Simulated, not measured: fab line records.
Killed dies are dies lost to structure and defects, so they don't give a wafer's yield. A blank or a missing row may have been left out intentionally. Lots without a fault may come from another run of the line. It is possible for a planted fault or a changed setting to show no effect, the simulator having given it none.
Shared-tool check :: flow gf180mcu :: Sampled: 12 lots, 36 wafers

== WHY THIS WAS OPENED ==
At GF_PASSIVATION_THK_MEAS_01 the reading PASSIVATION_CVD_00_THK is flagged on 2 of 12 lots. Fault-free wafers read 1022 nm, with a standard deviation of 16.
Rule: a lot is flagged in two cases, either no wafer of it has a number, or all its wafers with numbers fall more than 4 standard deviations from that mean. All remaining lots are regarded as sound.

lot: L432
measured: day 28 18:53
on: film metro-02
PASSIVATION_CVD_00_THK (nm), wafer by wafer: 1026 1013 1043
flag: 

lot: L433
measured: day 29 06:22
on: film metro-04
PASSIVATION_CVD_00_THK (nm), wafer by wafer: 1021 1016 1033
flag: 

lot: L435
measured: day 29 20:15
on: film metro-04
PASSIVATION_CVD_00_THK (nm), wafer by wafer: 1020 1047 1028
flag: 

lot: L437
measured: day 30 11:28
on: film metro-03
PASSIVATION_CVD_00_THK (nm), wafer by wafer: 1008 1015 1031
flag: 

lot: L438
measured: day 30 17:48
on: film metro-04
PASSIVATION_CVD_00_THK (nm), wafer by wafer: 1004 1050 1036
flag: 

lot: L446
measured: day 32 22:25
on: film metro-02
PASSIVATION_CVD_00_THK (nm), wafer by wafer: 736 740 740
flag: FLAGGED

lot: L447
measured: day 33 00:58
on: film metro-03
PASSIVATION_CVD_00_THK (nm), wafer by wafer: 715 732 725
flag: FLAGGED

lot: L448
measured: day 33 06:57
on: film metro-04
PASSIVATION_CVD_00_THK (nm), wafer by wafer: 1032 1025 1043
flag: 

lot: L449
measured: day 33 10:15
on: film metro-03
PASSIVATION_CVD_00_THK (nm), wafer by wafer: 1010 1039 1024
flag: 

lot: L451
measured: day 33 22:49
on: film metro-04
PASSIVATION_CVD_00_THK (nm), wafer by wafer: 999 1004 1014
flag: 

lot: L452
measured: day 34 04:38
on: film metro-04
PASSIVATION_CVD_00_THK (nm), wafer by wafer: 1022 1038 1023
flag: 

lot: L453
measured: day 34 11:08
on: film metro-03
PASSIVATION_CVD_00_THK (nm), wafer by wafer: 1022 1035 1033
flag: 
On average the flagged lots' numbers are 731 nm, which is -291 nm against the usual, or -18 standard deviations.

== EACH LOT AND THE TOOL IT RAN ON ==
The record holds 1 process step before the reading, out of a route of 602 steps. In each cell: the tool, then ch and the chambers that the sampled wafers went through, then the start.
lot: L432
flag: 
GF_PASSIVATION_CVD_00: pecvd-01 ch 1,2, day 28 18:49

lot: L433
flag: 
GF_PASSIVATION_CVD_00: pecvd-03 ch 1,2, day 29 06:17

lot: L435
flag: 
GF_PASSIVATION_CVD_00: pecvd-03 ch 0,2, day 29 20:10

lot: L437
flag: 
GF_PASSIVATION_CVD_00: pecvd-01 ch 0,2, day 30 11:23

lot: L438
flag: 
GF_PASSIVATION_CVD_00: pecvd-03 ch 1,2, day 30 17:43

lot: L446
flag: FLAGGED
GF_PASSIVATION_CVD_00: pecvd-03 ch 1,2, day 32 22:19

lot: L447
flag: FLAGGED
GF_PASSIVATION_CVD_00: pecvd-03 ch 1,2, day 33 00:53

lot: L448
flag: 
GF_PASSIVATION_CVD_00: pecvd-01 ch 0,2, day 33 06:52

lot: L449
flag: 
GF_PASSIVATION_CVD_00: pecvd-02 ch 0,2, day 33 10:10

lot: L451
flag: 
GF_PASSIVATION_CVD_00: pecvd-02 ch 0,1,2, day 33 22:44

lot: L452
flag: 
GF_PASSIVATION_CVD_00: pecvd-01 ch 0,1,2, day 34 04:33

lot: L453
flag: 
GF_PASSIVATION_CVD_00: pecvd-01 ch 0,1,2, day 34 11:02
What the steps here do:
- GF_PASSIVATION_CVD_00: deposits SiO2 from TEOS, target thk 1000 nm, time 114.3 s.
- GF_PASSIVATION_THK_MEAS_01

== FLAGGED AGAINST TOTAL, ONE TOOL AT A TIME (gauges that did the reading follow at the end) ==
step: GF_PASSIVATION_CVD_00
tool: pecvd-01
lots run: 5
flagged: 0
share of the flagged lots: none
sound lots run after its first flagged lot: -

step: GF_PASSIVATION_CVD_00
tool: pecvd-02
lots run: 2
flagged: 0
share of the flagged lots: none
sound lots run after its first flagged lot: -

step: GF_PASSIVATION_CVD_00
tool: pecvd-03
lots run: 5
flagged: 2
share of the flagged lots: all
sound lots run after its first flagged lot: 0

step: GF_PASSIVATION_THK_MEAS_01
tool: film metro-02
lots run: 2
flagged: 1
share of the flagged lots: some
sound lots run after its first flagged lot: 0

step: GF_PASSIVATION_THK_MEAS_01
tool: film metro-03
lots run: 4
flagged: 1
share of the flagged lots: some
sound lots run after its first flagged lot: 2 (L449,L453)

step: GF_PASSIVATION_THK_MEAS_01
tool: film metro-04
lots run: 6
flagged: 0
share of the flagged lots: none
sound lots run after its first flagged lot: -

== WHAT THE TABLE PERMITS ==
All flagged lots share 1 row of the table, namely pecvd-03 at GF_PASSIVATION_CVD_00.
- pecvd-03 at GF_PASSIVATION_CVD_00: 2 of its 5 lots flagged. A fault beginning between L438 (day 30 17:43), its last sound lot, and L446 (day 32 22:19), its first flagged one, fits the data.
pecvd-03 at GF_PASSIVATION_CVD_00 is the single tool remaining.

== WHAT THE SIMULATOR HAD PUT IN ==
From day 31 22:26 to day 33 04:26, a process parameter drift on pecvd-03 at GF_PASSIVATION_CVD_00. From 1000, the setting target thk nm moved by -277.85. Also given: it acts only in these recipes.
Lots struck among those shown: L446, L447. The same result came from the rule above.
